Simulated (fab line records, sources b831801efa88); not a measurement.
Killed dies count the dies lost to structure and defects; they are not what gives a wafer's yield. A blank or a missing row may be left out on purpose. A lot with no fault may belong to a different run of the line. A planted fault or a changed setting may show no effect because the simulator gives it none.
Which tool did it? + flow sky130 + 39 wafers from 13 lots sampled at 2 of the route's 708 steps

WHAT THE GAUGES SHOWED, per wafer
The record holds no reading of a measuring or inspecting step that can be judged against a usual standard deviation.

WHICH TOOL RAN EACH LOT (tool, then ch and the chambers of the sampled wafers, then the start)
| lot  | SKY_LDD_LDN_STRIP_12                | SKY_PAD_OPEN_PROBE_99   |
|------|-------------------------------------|-------------------------|
| L853 | plasmaAsher-02 ch 0,1, day 24 07:55 | -                       |
| L854 | plasmaAsher-02 ch 0,1, day 24 09:25 | -                       |
| L855 | plasmaAsher-02 ch 0,1, day 24 23:50 | prober-02, day 47 05:09 |
| L864 | plasmaAsher-01 ch 0,1, day 27 23:41 | -                       |
| L865 | plasmaAsher-02 ch 0,1, day 28 04:09 | prober-02, day 49 07:59 |
| L866 | plasmaAsher-01 ch 0,1, day 28 08:49 | prober-01, day 49 13:15 |
| L867 | plasmaAsher-01 ch 0,1, day 28 15:21 | -                       |
| L868 | plasmaAsher-02 ch 0,1, day 29 00:10 | -                       |
| L869 | plasmaAsher-02 ch 0,1, day 29 03:17 | prober-02, day 50 00:55 |
| L870 | plasmaAsher-02 ch 0,1, day 29 17:54 | -                       |
| L871 | plasmaAsher-01 ch 0,1, day 29 21:00 | -                       |
| L873 | plasmaAsher-03 ch 0,1, day 30 08:03 | -                       |
| L874 | plasmaAsher-01 ch 0,1, day 30 16:25 | -                       |
- SKY_LDD_LDN_STRIP_12: strips in O2/N2.
- SKY_PAD_OPEN_PROBE_99

WHAT THE TOOLS THEMSELVES READ (means of the sampled wafers that have a number; where no wafer has one, the mark that the record gives instead)
SKY_LDD_LDN_STRIP_12.
| lot  | tool           | drypumpMotorCurrentA (A) | oesProductAu (a.u.) | stripTimeToEndpointS (s) |
|------|----------------|--------------------------|---------------------|--------------------------|
| L853 | plasmaAsher-02 | 5.86                     | 0.713               | 14.18                    |
| L854 | plasmaAsher-02 | 5.83                     | 0.716               | 14.25                    |
| L855 | plasmaAsher-02 | 5.84                     | 0.925               | -                        |
| L864 | plasmaAsher-01 | 5.44                     | 0.717               | 14.17                    |
| L865 | plasmaAsher-02 | 5.82                     | 0.712               | 14.19                    |
| L866 | plasmaAsher-01 | 5.47                     | 0.716               | 14.25                    |
| L867 | plasmaAsher-01 | 5.45                     | 0.717               | 14.22                    |
| L868 | plasmaAsher-02 | 5.82                     | 0.716               | 14.21                    |
| L869 | plasmaAsher-02 | 5.82                     | 0.714               | 14.22                    |
| L870 | plasmaAsher-02 | 5.83                     | 0.712               | 14.22                    |
| L871 | plasmaAsher-01 | 5.44                     | 0.712               | 14.15                    |
| L873 | plasmaAsher-03 | 5.79                     | 0.710               | 14.22                    |
| L874 | plasmaAsher-01 | 5.46                     | 0.712               | 14.18                    |

SKY_PAD_OPEN_PROBE_99.
| lot  | tool      | killed_at_M0_to_M3 | killed_at_M4_up | killedAtContacts | killedAtFrontEnd | killedAtOther | killedDies | killedOnRim | killedOpen | killedShort |
|------|-----------|--------------------|-----------------|------------------|------------------|---------------|------------|-------------|------------|-------------|
| L855 | prober-02 | 47                 | 1.7             | 27               | 416              | 0.3           | 492        | 96          | 48         | 52          |
| L865 | prober-02 | 45                 | 3.7             | 20               | 17               | 0.0           | 86         | 14          | 44         | 42          |
| L866 | prober-01 | 52                 | 3.0             | 20               | 16               | 0.5           | 92         | 20          | 50         | 42          |
| L869 | prober-02 | 48                 | 2.0             | 21               | 18               | 1.7           | 90         | 18          | 43         | 47          |

THE ANSWER, worked out from the rows above alone
Rule: usual is defined by the lots themselves. Put in order of their means at a reading, lots are off if they are a third of the lots or fewer, leave a main group of 4 or more, and stand apart from it by a gap of 3 or more times the standard deviation of the main group's means; of several such gaps the widest counts. A main group is skipped when, at the precision printed for the reading in the tables above, its means are all equal. Also off: a lot with no number at a reading for which 4 or more lots have one. Any other lot the step has rows for is counted as sound. The gauges are gone through in route order, then the tools' own readings, and for those a lot's mean is taken as printed above. The first step at which some lot is off is used, and at that step the reading that is off furthest; a lot without a number counts as furthest.
Off, at SKY_LDD_LDN_STRIP_12 on stripTimeToEndpointS: L855. Without a number there: L855. Mean 14.21 s and standard deviation 0.03 in the main group.
A tool fits if, at that step or a process step before it, it ran every lot that is off, and no sound lot after the first of them. None of those tried fits.

WHAT THE SIMULATOR HAD INSERTED
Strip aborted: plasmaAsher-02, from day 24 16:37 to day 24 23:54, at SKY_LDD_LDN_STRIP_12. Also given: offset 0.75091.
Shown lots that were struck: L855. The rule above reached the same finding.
